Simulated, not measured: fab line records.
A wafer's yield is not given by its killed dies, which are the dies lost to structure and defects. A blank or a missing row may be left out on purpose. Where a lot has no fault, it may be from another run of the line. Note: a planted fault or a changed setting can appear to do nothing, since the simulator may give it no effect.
fab line records | flow sky130
record: lots: 13 wafers: 39 last-day: 50
route steps=708 shown LDD_N@241 LDD_P@266 LDD_HVP@288 LOCAL_INTERCONNECT@402 CONTACT@432
lots untouched by any fault: they come from a run of this same line in which no faults occurred
start-h: start of the lot's first displayed wafer, in hours after the record's first day | wait-h: hours elapsed since this lot's preceding step | " identical to the entry in the row above | L1.1+2: a row that stands for several wafers | - no value, or no start given | * or withheld: withheld | < > ~ a bound
route shown NAME@n: names a module that has steps shown in the file, with the first one's number in the route | usual: the fault-free wafers' mean and standard deviation | same: alike in all rows | chamber/n: place in a boat | sites: each site's reading | _std_site: the standard deviation of these | _edge_site: outer sites' mean less inner sites' | radius-mm: for every site, how far away it sits from the centre of the wafer | mask NAME#n: copy n | behind: the last tool/chamber to shape the wafer | hold: what put the lot on hold/how long, in hours/how the hold closed | device: names the non-switching transistor (n, p or np) | end of line: the tests these same wafers got at the end of their route | for a step that has no rows: nothing shown but its recipe | killed: the dies lost at the first sort to structure and to defects; this is not the yield of the wafer | map: shows each die of a wafer: x if killed, . if not, _ if none is there
set.NAME: the run value of the setting; set.NAME@STEP: its run value at that earlier step | model.NAME: the simulator's own value behind a step, which no gauge read
one table for each step of the route and one row for each wafer, over a sample of lots
services: from which hour (start-h, from the record's first day; less than 0 if before it) a tool's chamber was out of use, for how many hours, and why
== steps ==
step: SKY_LDD_N_EXPOSE_04
recipe: mask-id: NTM target-cd-nm: 840 na: 0.6 source-shape: conventional sigma-outer: 0.6 dose-mj: 110
usual: exposure-dose-mJ-cm2: 109.99/0.1
columns lot.wafer tool chamber start-h wait-h mask exposure-dose-mJ-cm2
L935.3 iline-stepper-02 0 380.59 - NTM#0 110.00
L935.4 " 0 " " NTM#0 109.99
L935.6 " 0 " " NTM#0 109.96
L938.1 iline-stepper-01 0 415.00 - PSDM#0 109.97
L938.2 " 0 " " PSDM#0 110.07
L938.4 " 0 " " PSDM#0 109.92
L943.1 iline-stepper-02 0 462.57 - NTM#0 109.95
L943.4 " 0 " " NTM#0 110.11
L943.5 " 0 " " NTM#0 110.00
L947.2 iline-stepper-02 0 491.14 - NTM#0 109.96
L947.3 " 0 " " NTM#0 110.06
L947.5 " 0 " " NTM#0 110.01
L948.2 iline-stepper-02 0 503.07 - NTM#0 109.76
L948.4 " 0 " " NTM#0 109.83
L948.6 " 0 " " NTM#0 110.00
L949.2 iline-stepper-01 0 516.30 - NTM#0 109.76
L949.4 " 0 " " NTM#0 109.84
L949.5 " 0 " " NTM#0 109.92
L950.2 iline-stepper-01 0 524.31 - NTM#0 109.89
L950.3 " 0 " " NTM#0 109.99
L950.6 " 0 " " NTM#0 109.90
L951.2 iline-stepper-02 0 532.59 - NTM#0 109.90
L951.3 " 0 " " NTM#0 110.10
L951.5 " 0 " " NTM#0 110.06
L952.2 iline-stepper-02 0 539.36 - NTM#0 110.14
L952.3 " 0 " " NTM#0 110.11
L952.5 " 0 " " NTM#0 110.24
L953.3 iline-stepper-01 0 543.58 - NTM#0 110.01
L953.5 " 0 " " NTM#0 110.03
L953.6 " 0 " " NTM#0 109.87
L954.1 iline-stepper-01 0 564.49 - NTM#0 109.87
L954.3 " 0 " " NTM#0 109.97
L954.6 " 0 " " NTM#0 109.86
L956.2 iline-stepper-01 0 574.65 - NTM#0 109.92
L956.3 " 0 " " NTM#0 109.75
L956.5 " 0 " " NTM#0 110.06
L957.3 iline-stepper-01 0 613.93 - NTM#0 109.82
L957.5 " 0 " " NTM#0 109.91
L957.6 " 0 " " NTM#0 109.91
step: SKY_LDD_N_OVL_MEAS_07
usual: LDD_N_OVL: -0.1/1.3
columns lot.wafer tool chamber start-h wait-h LDD_N_OVL[nm]
L935.3 overlay-01 - 394.61 0.1 -0.5
L935.4 " - " " 0.3
L935.6 " - " " -1.0
L938.1 overlay-02 - 429.72 0.1 -
L938.2 " - " " -
L938.4 " - " " -
L943.1 overlay-02 - 477.90 0.1 -3.2
L943.4 " - " " -0.5
L943.5 " - " " 0.3
L947.2 overlay-01 - 506.63 0.1 -2.3
L947.3 " - " " -1.5
L947.5 " - " " -1.1
L948.2 overlay-01 - 518.36 0.1 0.5
L948.4 " - " " 3.1
L948.6 " - " " 2.3
L949.2 overlay-01 - 531.28 0.1 1.1
L949.4 " - " " 2.0
L949.5 " - " " -0.2
L950.2 overlay-02 - 539.68 0.1 -0.6
L950.3 " - " " -0.6
L950.6 " - " " -0.1
L951.2 overlay-01 - 547.03 0.1 1.1
L951.3 " - " " 2.4
L951.5 " - " " 2.4
L952.2 overlay-02 - 554.30 0.1 0.7
L952.3 " - " " 0.3
L952.5 " - " " 1.6
L953.3 overlay-02 - 557.93 0.1 -1.7
L953.5 " - " " -0.9
L953.6 " - " " 0.2
L954.1 overlay-01 - 576.99 0.1 0.1
L954.3 " - " " -1.1
L954.6 " - " " -0.2
L956.2 overlay-02 - 589.40 0.1 -0.3
L956.3 " - " " -0.5
L956.5 " - " " -0.3
L957.3 overlay-01 - 628.58 0.1 -0.2
L957.5 " - " " -0.2
L957.6 " - " " -0.9
step: SKY_LDD_N_TW_MEAS_17
usual: LDD_N_TW: 2574/18
columns lot.wafer tool chamber start-h wait-h LDD_N_TW
L935.3 film-metro-02 - 395.96 0.1 2588
L935.4 " - " " 2582
L935.6 " - " " 2585
L938.1 film-metro-02 - 431.06 0.1 30
L938.2 " - " " 30
L938.4 " - " " 30
L943.1 film-metro-02 - 479.24 0.1 2582
L943.4 " - " " 2579
L943.5 " - " " 2576
L947.2 film-metro-01 - 507.97 0.1 2541
L947.3 " - " " 2536
L947.5 " - " " 2535
L948.2 film-metro-01 - 519.70 0.1 2546
L948.4 " - " " 2547
L948.6 " - " " 2539
L949.2 film-metro-02 - 532.62 0.1 2586
L949.4 " - " " 2582
L949.5 " - " " 2571
L950.2 film-metro-02 - 541.02 0.1 2599
L950.3 " - " " 2579
L950.6 " - " " 2587
L951.2 film-metro-03 - 548.37 0.1 2577
L951.3 " - " " 2564
L951.5 " - " " 2566
L952.2 film-metro-03 - 555.64 0.1 2581
L952.3 " - " " 2587
L952.5 " - " " 2573
L953.3 film-metro-03 - 559.28 0.1 2593
L953.5 " - " " 2565
L953.6 " - " " 2583
L954.1 film-metro-02 - 578.33 0.1 2571
L954.3 " - " " 2578
L954.6 " - " " 2570
L956.2 film-metro-03 - 590.74 0.1 2582
L956.3 " - " " 2585
L956.5 " - " " 2588
L957.3 film-metro-02 - 629.93 0.1 2582
L957.5 " - " " 2589
L957.6 " - " " 2591
step: SKY_LDD_P_TW_MEAS_11
usual: LDD_P_TW: 637/4.2
columns lot.wafer tool chamber start-h wait-h LDD_P_TW
L935.3 film-metro-02 - 425.23 0.1 638
L935.4 " - " " 639
L935.6 " - " " 639
L938.1 film-metro-04 - 462.05 0.1 2590
L938.2 " - " " 2603
L938.4 " - " " 2608
L943.1 film-metro-04 - 510.10 0.1 638
L943.4 " - " " 639
L943.5 " - " " 638
L947.2 film-metro-04 - 538.27 0.1 641
L947.3 " - " " 642
L947.5 " - " " 641
L948.2 film-metro-03 - 550.85 0.1 632
L948.4 " - " " 632
L948.6 " - " " 631
L949.2 film-metro-03 - 562.16 0.1 635
L949.4 " - " " 631
L949.5 " - " " 634
L950.2 film-metro-03 - 569.51 0.1 636
L950.3 " - " " 636
L950.6 " - " " 637
L951.2 film-metro-03 - 576.30 0.1 636
L951.3 " - " " 636
L951.5 " - " " 635
L952.2 film-metro-04 - 584.72 0.1 644
L952.3 " - " " 641
L952.5 " - " " 644
L953.3 film-metro-04 - 588.37 0.1 641
L953.5 " - " " 640
L953.6 " - " " 640
L954.1 film-metro-03 - 607.64 0.1 629
L954.3 " - " " 628
L954.6 " - " " 633
L956.2 film-metro-02 - 619.70 0.1 640
L956.3 " - " " 638
L956.5 " - " " 638
L957.3 film-metro-02 - 659.11 0.1 629
L957.5 " - " " 631
L957.6 " - " " 631
step: SKY_LDD_HVP_TW_MEAS_10
usual: LDD_HVP_TW: 456/4.7
columns lot.wafer tool chamber start-h wait-h LDD_HVP_TW
L935.3 film-metro-01 - 486.43 0.1 454
L935.4 " - " " 454
L935.6 " - " " 453
L938.1 film-metro-04 - 524.67 0.1 459
L938.2 " - " " 464
L938.4 " - " " 463
L943.1 film-metro-04 - 569.76 0.1 462
L943.4 " - " " 460
L943.5 " - " " 458
L947.2 film-metro-01 - 596.72 0.1 454
L947.3 " - " " 454
L947.5 " - " " 452
L948.2 film-metro-01 - 607.79 0.1 452
L948.4 " - " " 451
L948.6 " - " " 454
L949.2 film-metro-01 - 619.88 0.1 452
L949.4 " - " " 451
L949.5 " - " " 452
L950.2 film-metro-01 - 627.28 0.1 449
L950.3 " - " " 448
L950.6 " - " " 449
L951.2 film-metro-01 - 635.69 0.1 453
L951.3 " - " " 450
L951.5 " - " " 449
L952.2 film-metro-04 - 641.32 0.1 463
L952.3 " - " " 462
L952.5 " - " " 462
L953.3 film-metro-04 - 646.04 0.1 461
L953.5 " - " " 462
L953.6 " - " " 463
L954.1 film-metro-04 - 665.12 0.1 462
L954.3 " - " " 462
L954.6 " - " " 462
L956.2 film-metro-03 - 675.88 0.1 452
L956.3 " - " " 454
L956.5 " - " " 452
L957.3 film-metro-03 - 715.90 0.1 455
L957.5 " - " " 459
L957.6 " - " " 453
step: SKY_LOCAL_INTERCONNECT_STRIP_15
recipe: chemistry: O2/N2 power-w: 1400 pressure-mtorr: 1500 platen-temp-c: withheld o2-flow-sccm: 3000 n2-flow-sccm: 300 overash-fraction: 0.5
usual: drypump-motor-current-A: 5.6/0.48 oes-product-au: 0.427/0.0049 strip-time-to-endpoint-s: 4.725/0.018
columns lot.wafer tool chamber start-h wait-h drypump-motor-current-A oes-product-au rf-hours-counter-h strip-time-to-endpoint-s
L935.3 plasma-asher-01 0 696.24 0.1 6.2 0.421 - 4.739
L935.4 " 1 " " 5.6 0.439 - 4.720
L935.6 " 1 " " 5.6 0.428 - 4.734
L938.1 plasma-asher-04 0 741.94 0.0 5.8 0.428 31 4.735
L938.2 " 1 " " 4.9 0.427 31 4.726
L938.4 " 0 " " 5.8 0.424 - 4.708
L943.1 plasma-asher-04 1 773.16 0.0 4.9 0.428 34 4.680
L943.4 " 1 " " 4.9 0.432 - 4.719
L943.5 " 1 " " 4.9 0.425 - 4.725
L947.2 plasma-asher-01 0 794.89 0.1 6.2 0.427 94 4.727
L947.3 " 1 " " 5.6 0.423 - 4.735
L947.5 " 0 " " 6.2 0.420 - 4.716
L948.2 plasma-asher-04 0 808.46 0.0 5.8 0.423 38 4.702
L948.4 " 1 " " 4.9 0.423 - 4.732
L948.6 " 1 " " 4.9 0.435 - 4.729
L949.2 plasma-asher-04 1 816.84 0.0 4.9 0.424 39 4.697
L949.4 " 1 " " 4.9 0.419 - 4.696
L949.5 " 0 " " 5.8 0.425 - 4.727
L950.2 plasma-asher-04 1 824.21 0.0 4.9 0.432 39 4.725
L950.3 " 1 " " 4.9 0.422 - 4.713
L950.6 " 0 " " 5.8 0.433 - 4.742
L951.2 plasma-asher-04 1 832.22 0.0 4.9 0.435 40 4.755
L951.3 " 0 " " 5.8 0.430 - 4.748
L951.5 " 1 " " 4.9 0.424 - 4.749
L952.2 plasma-asher-01 0 840.87 0.1 6.2 0.420 99 4.724
L952.3 " 0 " " 6.2 0.423 - 4.699
L952.5 " 1 " " 5.6 0.423 - 4.727
L953.3 plasma-asher-03 1 842.42 0.1 6.3 0.424 - 4.700
L953.5 " 0 " " 5.6 0.421 - 4.717
L953.6 " 1 " " 6.3 0.432 - 4.720
L954.1 plasma-asher-01 1 860.64 0.0 5.5 0.425 101 4.692
L954.3 " 0 " " 6.2 0.429 - 4.701
L954.6 " 0 " " 6.2 0.425 - 4.743
L956.2 plasma-asher-01 1 869.02 0.0 5.5 0.422 102 4.726
L956.3 " 0 " " 6.2 0.435 - 4.735
L956.5 " 1 " " 5.5 0.427 - 4.718
L957.3 plasma-asher-04 1 907.39 0.1 4.9 0.423 - 4.685
L957.5 " 1 " " 4.9 0.437 - 4.715
L957.6 " 0 " " 5.8 0.433 - 4.682
step: SKY_CONTACT_THK_MEAS_26
recipe: thk-meas-gauge: xrf reads: W_of_CONTACT_CVD_24
usual: CONTACT_W_THK: 348/5.1
columns lot.wafer tool chamber start-h wait-h CONTACT_W_THK[nm]
L935.3 film-metro-02 - 726.31 0.1 342
L935.4 " - " " 337
L935.6 " - " " 337
L938.1 film-metro-03 - 772.00 0.1 354
L938.2 " - " " 355
L938.4 " - " " 353
L943.1 film-metro-03 - 802.04 0.1 353
L943.4 " - " " 349
L943.5 " - " " 351
L947.2 film-metro-03 - 822.81 0.1 350
L947.3 " - " " 354
L947.5 " - " " 349
L948.2 film-metro-01 - 837.24 0.1 349
L948.4 " - " " 351
L948.6 " - " " 346
L949.2 film-metro-01 - 845.46 0.1 354
L949.4 " - " " 348
L949.5 " - " " 349
L950.2 film-metro-03 - 852.90 0.1 352
L950.3 " - " " 350
L950.6 " - " " 351
L951.2 film-metro-03 - 860.63 0.1 341
L951.3 " - " " 344
L951.5 " - " " 347
L952.2 film-metro-03 - 869.05 0.1 351
L952.3 " - " " 353
L952.5 " - " " 349
L953.3 film-metro-03 - 870.72 0.1 346
L953.5 " - " " 349
L953.6 " - " " 348
L954.1 film-metro-02 - 888.90 0.1 350
L954.3 " - " " 352
L954.6 " - " " 347
L956.2 film-metro-01 - 897.09 0.1 347
L956.3 " - " " 348
L956.5 " - " " 345
L957.3 film-metro-02 - 934.34 0.1 342
L957.5 " - " " 345
L957.6 " - " " 340
== services ==
columns tool chamber start-h hours kind
iline-stepper-02 - 404.45 15.9 repair
plasma-asher-04 - 405.52 1.9 repair
plasma-asher-04 - 421.25 9.0 pm
plasma-asher-04 0 421.25 9.0 vent-cycle
iline-stepper-02 - 446.39 1.7 pm
plasma-asher-03 - 492.14 4.3 pm
plasma-asher-03 - 497.83 2.8 pm
iline-stepper-01 - 500.47 1.7 pm
iline-stepper-01 - 567.09 4.4 repair
plasma-asher-01 - 603.20 24.1 repair
plasma-asher-03 - 606.38 2.1 repair
plasma-asher-04 - 608.98 0.3 repair
iline-stepper-01 - 656.16 0.5 repair
plasma-asher-04 - 662.79 4.9 repair
iline-stepper-02 - 664.57 1.7 pm
iline-stepper-01 - 718.65 1.7 pm
plasma-asher-04 - 722.49 2.2 repair
plasma-asher-03 - 733.75 9.0 pm
plasma-asher-01 - 745.96 0.4 repair
plasma-asher-01 - 782.74 0.6 repair
plasma-asher-01 - 805.75 1.0 repair
plasma-asher-04 - 849.69 14.6 pm
iline-stepper-02 - 851.64 2.9 repair
iline-stepper-02 - 882.75 1.7 pm
== key ==
first-sign: step: SKY_LDD_N_EXPOSE_04 reading: mask direction: changed
effect: step: SKY_LDD_N_OVL_MEAS_07 reading: LDD_N_OVL direction: missing
effect: step: SKY_LDD_N_TW_MEAS_17 reading: LDD_N_TW direction: down sigmas: 99+ usual: 2574 struck: 30
effect: step: SKY_LDD_P_TW_MEAS_11 reading: LDD_P_TW direction: up sigmas: 99+ usual: 637 struck: 2601
met-at SKY_LDD_N_EXPOSE_04
struck-lots L938
sort-left-out L938.1,L938.2,L938.4
tester-left-out L938
not-acting-at SKY_LDD_HVP_TW_MEAS_10,SKY_LOCAL_INTERCONNECT_STRIP_15,SKY_CONTACT_THK_MEAS_26
fault: kind: wrong-mask tool: any chamber: - onset-h: 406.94 steps: SKY_LDD_N_EXPOSE_04 aux-copy: PSDM#0 scope: struck-lots-only
tester-left-out: of these lots the tester's yield and bins aren't shown, on N5 and GAA mostly nor the transistor test; their killed dies are dies lost to structure and defects alone, not to doping, threshold or leakage, so they don't give the yield
sort-left-out: the simulated sort isn't trusted on such a fault, so these wafers' sort isn't shown, and their yield isn't known
